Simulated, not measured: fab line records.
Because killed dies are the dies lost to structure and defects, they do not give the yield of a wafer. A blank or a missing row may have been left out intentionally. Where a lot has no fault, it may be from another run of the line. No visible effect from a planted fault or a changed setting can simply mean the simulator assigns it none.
Comparing a struck lot with a sound one ; flow gf180mcu ; 17 steps out of a route of 602
Sound: these wafers, L301.3, L301.4, L301.6. Struck: wafer L307.4 (left out: L307.5, L307.6 of the same lot, which were not struck); the cause appears at the end.
Each step with rows lists, per side, the tool, then ch with its chambers, then its first start. Under that, the readings that differ: sound wafers ; struck wafers ; difference of the means ; sigmas: that difference in standard deviations of wafers without a fault.
alike: words and numbers the same on both sides, and readings whose means are apart by under 2 such deviations; not compared: readings that were withheld, readings missing a value for some wafer, numbers with overlapping values and no deviation given by the record, and bounds like >300 which may hide the same value.
A row with sigmas, a row that says differs or no value, or rows on one side alone: a step with any of these is where the two part. Non-overlapping numbers with no deviation appear without sigmas and do not part them. A reading that every wafer of one side lacks parts them only if that side has two wafers or more.

first, 4 steps without rows for these wafers: GF_M3_SOFTBAKE_10 (time 60 s); GF_M3_EXPOSE_11 (exposes mask Metal3, target cd 280 nm); GF_M3_PEB_12 (peb time 90 s); GF_M3_DEVELOP_13 (develop time 60 s).
GF_M3_CD_MEAS_14: the cd target is 280 nm.
  sound on cdSem-02 at day 22 11:58; struck on cdSem-02 at day 24 15:59
  alike: cdNm
GF_M3_OVL_MEAS_15:
  sound on overlay-02 at day 22 12:04; struck on overlay-01 at day 24 16:03
  alike: M3_OVL
GF_M3_METAL_ETCH_16: etches the open film in Cl2/BCl3, stops on SiO2, target depth 627.5 nm, time 104.6 s.
  sound on rieMetal-01 ch 0,1, day 22 12:07; struck on rieMetal-01 ch 1, day 24 16:07
  alike: drypumpMotorCurrentA, oesProductAu, throttleValvePct
  not compared: rfHoursCounterH
GF_M3_STRIP_17: strips in O2/N2.
  sound on plasmaAsher-04 ch 0,1, day 22 12:14; struck on plasmaAsher-01 ch 0, day 24 16:13
reading;sound;struck;difference;sigmas
heaterPowerW (W);337 298 303;383;+70;+2
  alike: drypumpMotorCurrentA, oesProductAu, stripTimeToEndpointS
  not compared: rfHoursCounterH
then, 3 steps without rows for these wafers: GF_M3_STRIP_18 (strips in post etch residue remover, time 1200 s); GF_M3_CLEAN_19 (cleans in DIW); GF_V3_CVD_00 (deposits SiO2, target thk 600 nm, time 100 s).
GF_V3_THK_MEAS_01:
  sound on filmMetro-04 at day 22 12:51; struck on filmMetro-03 at day 24 16:51
  alike: V3_CVD_00_THK
GF_V3_CVD_02: deposits SiO2 from TEOS, target thk 850 nm, time 94.851 s.
  sound on pecvd-01 ch 0,1,2, day 22 12:53; struck on pecvd-02 ch 2, day 24 16:55
reading;sound;struck;difference;sigmas
susceptorTempC (C);399.90 399.83 400.47;399.49;-0.58;-2
model.SiO2_of_V3_CVD_02.thkNm (nm);828.6 848.4 837;1418;+580;
  alike: heaterPowerOuterW, heaterPowerW
GF_V3_THK_MEAS_03:
  sound on filmMetro-03 at day 22 12:59; struck on filmMetro-04 at day 24 16:59
reading;sound;struck;difference;sigmas
V3_CVD_02_THK (nm);828 849 836;1418;+580;+53
GF_V3_CMP_04: polishes SiO2.
  sound on cmp-02 ch 2,3, day 22 13:04; struck on cmp-02 ch 1, day 24 17:01
reading;sound;struck;difference;sigmas
motorCurrentA (A);13.1 12.7 13.3;11.3;-1.7;-2
timeToEndpointS (s);67 82 74;302;+228;+40
  alike: edgeZonePressureFrac
GF_V3_BOW_MEAS_05:
  sound on filmMetro-01 at day 22 13:22; struck on filmMetro-03 at day 24 17:22
reading;sound;struck;difference;sigmas
V3_BOW (um);128 129 128;109;-19;-2
-- the record jumps here: 7 days lie between the struck wafers' starts before and after (it left off in module V3 and takes up again in module PASSIVATION, whose first step shown is number 602 of the route) --
GF_PASSIVATION_PROBE_99:
  record: rows for the struck wafers here (prober-01, day 31 21:55), none for the sound ones

WHERE THEY PART
Last at GF_PASSIVATION_PROBE_99 as far as this record goes, first at GF_M3_STRIP_17.

WHY: what had been put in by the simulator
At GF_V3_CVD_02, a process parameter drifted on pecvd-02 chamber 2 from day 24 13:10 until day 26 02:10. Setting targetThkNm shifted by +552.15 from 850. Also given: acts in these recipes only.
